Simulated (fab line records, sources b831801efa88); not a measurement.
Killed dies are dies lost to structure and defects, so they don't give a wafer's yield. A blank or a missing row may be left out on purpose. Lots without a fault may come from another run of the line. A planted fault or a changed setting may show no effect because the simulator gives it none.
fab line records | flow sky130
record lots=14 wafers=42 last_day=52
route steps=708 shown PWDE@52 VT_ADJUST_NCORE@125 VT_ADJUST_HVTR@142 VT_ADJUST_PCH@153 PAD_OPEN@708
lots that met no fault: from a run of the same line without faults
start_h: hours from the record's first day to the start of the lot's first wafer shown | wait_h: hours since the lot's step before | " the same as in the row above | L1.1+2: a row that stands for several wafers | - no value, or no start given | * or withheld: withheld | < > ~ a bound
route shown NAME@n: a module of which the file shows steps, and the number in the route of the first | usual: mean/standard deviation of fault-free wafers | same: alike in all rows | chamber/n: place in a boat | sites: the reading at each site | _std_site: their standard deviation | _edge_site: outer sites' mean less inner sites' | radius_mm: how far each site lies from the wafer's centre | mask NAME#n: copy n | behind: the tool/chamber that last shaped the wafer | hold: why the lot was held/for how many hours/how that ended | device: the transistor (n, p or np) that didn't switch | end of line: the same wafers' tests at the end of the route | a step without rows: its recipe alone | killed: dies lost to structure and defects at the first sort, not the wafer's yield | map: a wafer's dies, x killed, . not, _ none there
set.NAME: the setting as run; set.NAME@STEP: as run at that earlier step | model.NAME: the simulator's own value behind a step, which no gauge read
steps of the route over a sample of lots; a table a step, a row a wafer
## steps
# step SKY_PWDE_OVL_MEAS_07
# usual PWDE_OVL=0.6/1.3
# columns lot.wafer tool chamber start_h wait_h PWDE_OVL[nm]
L517.1 overlay-02 - 70.29 - 0.3
L517.3 " - " " -0.9
L517.5 " - " " -0.2
L518.1 overlay-02 - 76.22 - 1.0
L518.4 " - " " -0.3
L518.5 " - " " 0.3
L520.2 overlay-01 - 89.29 - 2.2
L520.3 " - " " 1.5
L520.6 " - " " 1.1
L522.1 overlay-01 - 97.39 - -0.6
L522.2 " - " " -2.1
L522.3 " - " " -0.8
L524.2 overlay-02 - 107.74 - -0.5
L524.4 " - " " -0.2
L524.6 " - " " 1.1
L525.1 overlay-02 - 112.32 - 0.1
L525.4 " - " " 0.4
L525.5 " - " " -0.7
L527.1 overlay-02 - 120.39 - 0.3
L527.3 " - " " 1.9
L527.5 " - " " 2.2
L528.2 overlay-01 - 122.69 - 1.3
L528.3 " - " " 2.7
L528.6 " - " " 2.2
L531.2 overlay-02 - 206.87 - 0.3
L531.4 " - " " 1.5
L531.5 " - " " 0.6
L534.3 overlay-01 - 218.28 - 0.0
L534.4 " - " " 0.5
L534.5 " - " " 1.1
L535.1 overlay-01 - 219.00 - 1.1
L535.2 " - " " 1.2
L535.4 " - " " 1.2
L537.1 overlay-02 - 219.22 - 1.1
L537.3 " - " " 0.0
L537.5 " - " " 0.1
L533.1 overlay-01 - 219.57 - 0.3
L533.3 " - " " 0.0
L533.4 " - " " -0.8
L539.1 overlay-01 - 222.47 - -1.0
L539.2 " - " " -0.8
L539.4 " - " " 2.0
# step SKY_VT_ADJUST_NCORE_DEVELOP_06
# recipe resist=NOVOLAK developer=TMAH develop_time_s=60 dev_temp_c=23
# columns lot.wafer tool chamber start_h wait_h
L517.1+3+5 litho_track-04 0 205.37 0.1
L518.1+4+5 litho_track-03 0 208.92 0.1
L520.2+3+6 litho_track-03 0 218.75 0.1
L522.1+2+3 litho_track-04 0 223.02 0.1
L524.2+4+6 litho_track-04 0 223.94 0.1
L525.1+4+5 litho_track-01 0 224.15 0.1
L527.1+3+5 litho_track-01 0 226.45 0.1
L528.2+3+6 litho_track-04 0 226.94 0.1
L531.2+4+5 litho_track-01 0 359.42 0.1
L534.3+4+5 litho_track-04 0 372.02 0.1
L535.1+2+4 litho_track-04 0 373.37 0.1
L537.1+3+5 litho_track-03 0 373.57 0.1
L533.1+3+4 litho_track-04 0 374.57 0.1
L539.1+2+4 litho_track-01 0 378.85 0.1
# step SKY_VT_ADJUST_NCORE_CD_MEAS_07
# recipe target_cd_nm=380
# usual cd_nm=379.8/2.7
# columns lot.wafer tool chamber start_h wait_h cd_nm
L517.1 cd_sem-01 - 205.52 0.1 376.1
L517.3 " - " " 378.3
L517.5 " - " " 376.5
L518.1 cd_sem-01 - 209.07 0.1 381.3
L518.4 " - " " 380.6
L518.5 " - " " 381.4
L520.2 cd_sem-01 - 218.89 0.1 374.6
L520.3 " - " " 374.5
L520.6 " - " " 377.7
L522.1 cd_sem-01 - 223.24 0.2 382.0
L522.2 " - " " 378.1
L522.3 " - " " 377.1
L524.2 cd_sem-01 - 224.09 0.1 377.9
L524.4 " - " " 376.9
L524.6 " - " " 377.0
L525.1 cd_sem-01 - 224.30 0.1 376.8
L525.4 " - " " 378.0
L525.5 " - " " 378.0
L527.1 cd_sem-01 - 226.60 0.1 378.4
L527.3 " - " " 376.2
L527.5 " - " " 376.0
L528.2 cd_sem-01 - 227.09 0.1 379.7
L528.3 " - " " 381.4
L528.6 " - " " 383.6
L531.2 cd_sem-01 - 359.57 0.1 377.4
L531.4 " - " " 378.0
L531.5 " - " " 381.5
L534.3 cd_sem-01 - 372.16 0.1 379.5
L534.4 " - " " 378.4
L534.5 " - " " 382.2
L535.1 cd_sem-01 - 373.52 0.1 381.8
L535.2 " - " " 255.5
L535.4 " - " " 253.7
L537.1 cd_sem-01 - 373.72 0.1 383.1
L537.3 " - " " 383.5
L537.5 " - " " 380.6
L533.1 cd_sem-01 - 374.88 0.3 385.2
L533.3 " - " " 384.6
L533.4 " - " " 258.0
L539.1 cd_sem-01 - 379.00 0.1 378.1
L539.2 " - " " 379.9
L539.4 " - " " 379.1
# step SKY_VT_ADJUST_HVTR_TW_MEAS_11
# usual VT_ADJUST_HVTR_TW=211.3/2.8
# columns lot.wafer tool chamber start_h wait_h VT_ADJUST_HVTR_TW
L517.1 film_metro-03 - 227.77 0.1 209.5
L517.3 " - " " 208.2
L517.5 " - " " 209.1
L518.1 film_metro-02 - 231.80 0.1 212.9
L518.4 " - " " 213.5
L518.5 " - " " 213.4
L520.2 film_metro-01 - 242.61 0.1 207.6
L520.3 " - " " 209.0
L520.6 " - " " 210.4
L522.1 film_metro-02 - 247.60 0.1 213.9
L522.2 " - " " 215.0
L522.3 " - " " 213.3
L524.2 film_metro-02 - 248.38 0.1 213.9
L524.4 " - " " 214.4
L524.6 " - " " 214.1
L525.1 film_metro-03 - 248.55 0.1 210.1
L525.4 " - " " 211.1
L525.5 " - " " 210.6
L527.1 film_metro-02 - 250.72 0.1 215.4
L527.3 " - " " 213.9
L527.5 " - " " 215.5
L528.2 film_metro-02 - 251.66 0.1 214.6
L528.3 " - " " 214.9
L528.6 " - " " 214.7
L531.2 film_metro-03 - 388.58 0.1 209.4
L531.4 " - " " 209.7
L531.5 " - " " 209.1
L534.3 film_metro-03 - 402.97 0.1 210.1
L534.4 " - " " 208.7
L534.5 " - " " 210.7
L535.1 film_metro-01 - 403.90 0.1 207.9
L535.2 " - " " 207.4
L535.4 " - " " 207.5
L537.1 film_metro-01 - 404.02 0.1 207.6
L537.3 " - " " 207.7
L537.5 " - " " 208.2
L533.1 film_metro-02 - 405.45 0.1 215.7
L533.3 " - " " 216.1
L533.4 " - " " 214.8
L539.1 film_metro-03 - 410.45 0.1 209.7
L539.2 " - " " 209.4
L539.4 " - " " 208.7
# step SKY_VT_ADJUST_PCH_TW_MEAS_10
# usual VT_ADJUST_PCH_TW=143.0/1.4
# columns lot.wafer tool chamber start_h wait_h VT_ADJUST_PCH_TW
L517.1 film_metro-04 - 251.28 0.1 141.8
L517.3 " - " " 141.8
L517.5 " - " " 141.7
L518.1 film_metro-04 - 256.15 0.1 141.8
L518.4 " - " " 143.1
L518.5 " - " " 142.1
L520.2 film_metro-03 - 267.39 0.1 142.4
L520.3 " - " " 142.8
L520.6 " - " " 142.0
L522.1 film_metro-04 - 272.83 0.1 142.3
L522.2 " - " " 141.9
L522.3 " - " " 141.6
L524.2 film_metro-04 - 273.81 0.1 142.7
L524.4 " - " " 142.1
L524.6 " - " " 141.9
L525.1 film_metro-04 - 274.21 0.1 142.4
L525.4 " - " " 142.8
L525.5 " - " " 142.2
L527.1 film_metro-03 - 276.03 0.1 142.2
L527.3 " - " " 142.9
L527.5 " - " " 142.0
L528.2 film_metro-04 - 277.49 0.1 142.6
L528.3 " - " " 141.8
L528.6 " - " " 142.2
L531.2 film_metro-02 - 417.94 0.1 144.2
L531.4 " - " " 145.6
L531.5 " - " " 145.0
L534.3 film_metro-02 - 434.12 0.1 145.2
L534.4 " - " " 144.5
L534.5 " - " " 145.2
L535.1 film_metro-02 - 434.73 0.1 144.0
L535.2 " - " " 145.0
L535.4 " - " " 143.8
L537.1 film_metro-04 - 434.80 0.1 142.7
L537.3 " - " " 142.3
L537.5 " - " " 143.1
L533.1 film_metro-04 - 436.96 0.1 142.5
L533.3 " - " " 143.1
L533.4 " - " " 143.4
L539.1 film_metro-03 - 442.01 0.1 141.7
L539.2 " - " " 141.4
L539.4 " - " " 141.1
# step SKY_PAD_OPEN_PROBE_99
# usual killed_at_M0_to_M3=45/6.3 killed_at_M4_up=2.8/1.6 killed_at_contacts=24/5.1 killed_at_front_end=14/4.4 killed_at_other=0.4/0.73 killed_dies=86/9 killed_on_rim=17/3.8 killed_open=47/7.8 killed_short=39/6.6
# same gross_dies=492 killed_at_back_side=0
# columns lot.wafer tool chamber start_h wait_h killed_at_M0_to_M3 killed_at_M4_up killed_at_contacts killed_at_front_end killed_at_other killed_dies killed_on_rim killed_open killed_short
L524.2 prober-01 - 1139.95 0.3 46 3 28 16 0 93 22 58 35
L524.4 prober-01 - 1140.05 0.4 47 2 34 23 0 106 25 73 32
# killed by level:class
L524.2 VIA1:geometric_particle:open=13 LI_CONTACT:geometric_particle:open=9 FIELD_ISO:geometric_particle:open=8 CONTACT:geometric_particle:open=8 VIA2:geometric_particle:open=8 CONTACT:geometric_particle:short=6 METAL2:geometric_particle:short=6 VIA3:geometric_particle:short=5
L524.4 VIA1:geometric_particle:open=15 FIELD_ISO:geometric_particle:open=12 CONTACT:geometric_particle:open=12 VIA2:geometric_particle:open=9 LI_CONTACT:geometric_particle:open=7 VIA3:geometric_particle:open=7 LI_CONTACT:geometric_particle:short=6 POLY_GATE:geometric_particle:short=4
## key
first_sign step=SKY_VT_ADJUST_NCORE_CD_MEAS_07 reading=cd_nm direction=down sigmas=46 usual=379.8 struck=255.8
effect none on later readings
met_at SKY_VT_ADJUST_NCORE_DEVELOP_06
struck_lots L533,L535
struck_wafers L533.4,L535.2,L535.4
tester_left_out L533,L535
not_acting_at SKY_PWDE_OVL_MEAS_07,SKY_VT_ADJUST_HVTR_TW_MEAS_11,SKY_VT_ADJUST_PCH_TW_MEAS_10
onset_between 372.02 373.37
fault kind=process_parameter_drift tool=litho_track-04 chamber=- onset_h=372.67 steps=SKY_VT_ADJUST_NCORE_DEVELOP_06 channel=develop_time_s offset=* shape=step end_h=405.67 scope=struck_wafers_only acts_in=* stated=*
# tester_left_out: of these lots the tester's yield and bins aren't shown, on N5 and GAA mostly nor the transistor test; their killed dies are dies lost to structure and defects alone, not to doping, threshold or leakage, so they don't give the yield
